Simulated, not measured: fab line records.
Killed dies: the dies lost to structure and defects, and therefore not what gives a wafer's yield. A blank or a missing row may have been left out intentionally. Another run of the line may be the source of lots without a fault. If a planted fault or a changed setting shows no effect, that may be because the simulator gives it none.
Matching of chambers | flow sky130 | SKY_VIA3_ETCH_14 on rie-diel-04: 4 sister chambers
The step etches BARC in N2/H2, stops on SiO2, time 45.9 s, target depth 60 nm. 22 wafers are shown with their chamber, then 11 later ones without.

EACH WAFER AND ITS CHAMBER
wafer  | chamber | drypump-motor-current-A (A) | oes-product-au (a.u.) | throttle-valve-pct (%)
L074.1 | 2       | 6.25                        | 0.856                 | 13.230
L074.2 | 0       | 5.54                        | 0.854                 | 13.226
L074.3 | 3       | 6.20                        | 0.860                 | 13.229
L074.4 | 1       | 6.09                        | 0.852                 | 13.238
L074.5 | 0       | 5.53                        | 0.860                 | 13.216
L074.6 | 1       | 6.11                        | 0.852                 | 13.237
L075.2 | 2       | 6.25                        | 0.843                 | 13.233
L075.3 | 0       | 5.52                        | 0.852                 | 13.258
L075.6 | 3       | 6.23                        | 0.855                 | 13.235
L081.3 | 2       | 6.25                        | 0.850                 | 13.225
L081.4 | 0       | 5.55                        | 0.854                 | 13.226
L081.6 | 0       | 5.55                        | 0.854                 | 13.224
L083.1 | 3       | 6.19                        | 0.855                 | 13.239
L083.3 | 1       | 6.09                        | 0.858                 | 13.221
L083.6 | 3       | 6.19                        | 0.858                 | 13.246
L090.2 | 0       | 5.53                        | 0.844                 | 13.223
L090.3 | 3       | 6.22                        | 0.854                 | 13.222
L090.4 | 0       | 5.53                        | 0.858                 | 13.235
L089.1 | 1       | 6.08                        | 0.855                 | 13.238
L089.2 | 3       | 6.19                        | 0.854                 | 13.227
L089.3 | 0       | 5.51                        | 0.855                 | 13.228
L089.4 | 1       | 6.07                        | 0.853                 | 13.242

SIGNATURES (averages over the wafers above)
reading                 | chamber 0 | chamber 1 | chamber 2 | chamber 3 | scatter within a chamber
drypump-motor-current-A | 5.5325    | 6.0880    | 6.2500    | 6.2033    | 0.0145
oes-product-au          | 0.85387   | 0.85400   | 0.84967   | 0.85600   | 0.00407
throttle-valve-pct      | 13.22950  | 13.23520  | 13.22933  | 13.23300  | 0.01
Rule: for a wafer and a chamber, the distance is found by dividing, reading by reading, the gap between the wafer's reading and the chamber's mean by the reading's scatter, squaring, summing and taking the root. If the next closest chamber is less than 2 further off than the closest, the wafer can't be placed; otherwise it belongs to the closest. The scatter is the square root of a quotient: the sum, over the shown wafers, of each reading's squared deviation from its chamber's mean, divided by wafers minus chambers.

WAFERS WITHOUT THEIR CHAMBER
wafer  | drypump-motor-current-A (A) | oes-product-au (a.u.) | throttle-valve-pct (%)
L089.5 | 5.56                        | 0.858                 | 13.219
L089.6 | 6.21                        | 0.854                 | 13.228
L092.1 | 6.20                        | 0.847                 | 13.221
L092.4 | 6.09                        | 0.856                 | 13.230
L092.5 | 6.21                        | 0.858                 | 13.218
L094.1 | 6.20                        | 0.844                 | 13.229
L094.3 | 6.08                        | 0.846                 | 13.220
L094.4 | 5.51                        | 0.847                 | 13.226
L096.3 | 6.22                        | 0.842                 | 13.247
L096.4 | 6.05                        | 0.851                 | 13.229
L096.5 | 6.24                        | 0.850                 | 13.249

WHICH CHAMBER EACH ONE RAN IN
wafer  | from the rows above     | in truth
L089.5 | 0                       | 0
L089.6 | 3                       | 3
L092.1 | can't be placed: 3 or 2 | 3
L092.4 | 1                       | 1
L092.5 | can't be placed: 3 or 2 | 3
L094.1 | can't be placed: 3 or 2 | 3
L094.3 | 1                       | 1
L094.4 | 0                       | 0
L096.3 | can't be placed: 2 or 3 | 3
L096.4 | 1                       | 1
L096.5 | can't be placed: 2 or 3 | 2
Correctly placed: 6 of 11. Can't be placed from these rows: 5 (the true chamber is among the candidates in 5). Placed wrongly: 0.
